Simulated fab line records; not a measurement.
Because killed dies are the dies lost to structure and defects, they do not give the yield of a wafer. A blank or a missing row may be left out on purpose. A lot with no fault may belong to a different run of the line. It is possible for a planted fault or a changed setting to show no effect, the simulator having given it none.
One fault through the eyes of 2 desks || flow gf180mcu || each desk has only its own numbers; what lay behind them comes last

AT THE METROLOGY DESK
What the gauges read for every lot (on any tool): the sampled wafers with a number, averaged. The brackets show how far a lot's mean lies from the usual mean; more than 4 standard deviations puts the lot out of limits, marked OUT.
Columns: A = STI_OXIDATION_02_THK at GF_STI_THK_MEAS_30, usual 9.98 nm
{"lot": "L957", "first seen here": "day 3 05:41", "A": 9.88}
{"lot": "L966", "first seen here": "day 5 03:56", "A": 10.00}
{"lot": "L967", "first seen here": "day 5 13:13", "A": 9.65}
{"lot": "L968", "first seen here": "day 5 13:13", "A": 9.82}
{"lot": "L969", "first seen here": "day 6 01:45", "A": 9.65}
{"lot": "L973", "first seen here": "day 6 19:53", "A": 9.94}
Result from this desk: across the 6 lots, nothing is out of limits.

TOOL OWNER'S DESK, implanter-01
The tool's own readings at GF_DNWELL_IMPLANT_07, given as means over the sampled wafers that have a number, one for each lot that went through this tool. The brackets show how far a lot's mean lies from the usual mean; more than 4 standard deviations puts the lot out of limits, marked OUT.
Columns: A = beam-energy-keV at GF_DNWELL_IMPLANT_07, usual 1500.1
{"lot": "L957", "first seen here": "day 3 19:25", "A": 1499.9}
{"lot": "L966", "first seen here": "day 5 17:27", "A": "1323.6 (-99 or more) OUT"}
{"lot": "L967", "first seen here": "day 6 02:39", "A": "1322.4 (-99 or more) OUT"}
Finding of this desk: L966, L967 out of limits; the first was L966 at day 5 17:27, on beam-energy-keV at GF_DNWELL_IMPLANT_07. L957: within limits.

TAKEN TOGETHER
The tool owner's desk had the chance to raise an alarm at day 5 17:27 on L966, L967.
The metrology desk saw nothing out of limits.
The metrology desk has L966, L967 on record, within its limits.
Every lot named ran GF_DNWELL_IMPLANT_07 on implanter-01.

WHAT THE SIMULATOR HAD INSERTED
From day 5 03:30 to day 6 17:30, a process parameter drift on implanter-01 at GF_DNWELL_IMPLANT_07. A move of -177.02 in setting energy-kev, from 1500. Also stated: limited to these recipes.
Lots struck among those shown: L966, L967.
Delay in hours, fault start to first out-of-limits reading, by desk: the tool owner's desk at 14.
